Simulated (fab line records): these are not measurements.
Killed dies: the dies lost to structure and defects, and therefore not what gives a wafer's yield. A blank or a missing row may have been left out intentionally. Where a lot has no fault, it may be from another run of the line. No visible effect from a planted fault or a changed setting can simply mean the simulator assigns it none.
8D (eight disciplines) problem report, filled in by code -- flow sky130 -- the parts of the form that need people (team, actions taken, sign-off) are left out

1. THE ISSUE
Mean of beam_energy_keV at SKY_NWELL_IMPLANT_12: 94.82 across 6 wafers in 2 lots; on wafers with no fault it is 120.00 (standard deviation 0.041). So: -99 or more standard deviations from the usual mean.
Earliest sighting: wafer L208.2 on implanter-03 at day 6 00:21. Wafers with a number at this step in the record: 18, from 6 lots. The rule behind "out" and "out of limits": a value lying over 4 standard deviations away from the usual mean. The rest of the wafers with a number are treated as sound.

2. WHAT IT IS AND WHAT IT IS NOT
question,is,is not
which readings at this step,beam_energy_keV,-
which lots,"L208, L210","L205, L216, L219, L224"
which wafers of those lots,all that have a number,-
read on which tools,implanter-03,implanter-02
when,from day 6 00:21,"up to then (3 sound wafers); but 9 sound wafers of L216, L219, L224 came after"

3. WHAT RULES OUT EACH SUSPECT
Counting: a tool at any process step up to the reading remains a suspect when it ran all the lots that are out and ran no sound lot after the first of those.
- implanter-03 at SKY_NWELL_IMPLANT_12: ruled out as a lasting fault. Following L208 (day 6 00:21), the first lot on it that is out, the sound lots L219 were run on it.
Left after counting: nothing in the record.

4. THE CAUSE (what the simulator had put in)
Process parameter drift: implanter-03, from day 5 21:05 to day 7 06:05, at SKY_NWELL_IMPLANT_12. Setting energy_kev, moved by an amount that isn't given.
Counting ruled it out, wrongly.

5. SEQUENCE OF EFFECTS, ordered by route
Each row: a reading where the mean over the struck wafers with a number is more than 3 standard deviations away from the usual. Readings are gone through only where the record gives a usual standard deviation; hours: the median, over the lots, of the time from a lot's start at the first step in this table giving one to that lot's start at this step; sigmas: the change measured in usual standard deviations.
hours,step,reading,usual,on struck wafers,change,sigmas
0,SKY_NWELL_IMPLANT_12,beam_energy_keV,120.00,94.82,-25.18,-99 or more
Here are the process steps it includes:
- SKY_NWELL_IMPLANT_12

6. WHAT WOULD HAVE CAUGHT IT SOONER
3 hours passed between the start of the fault at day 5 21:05 and the first reading out of limits in this record, taken at day 6 00:21.
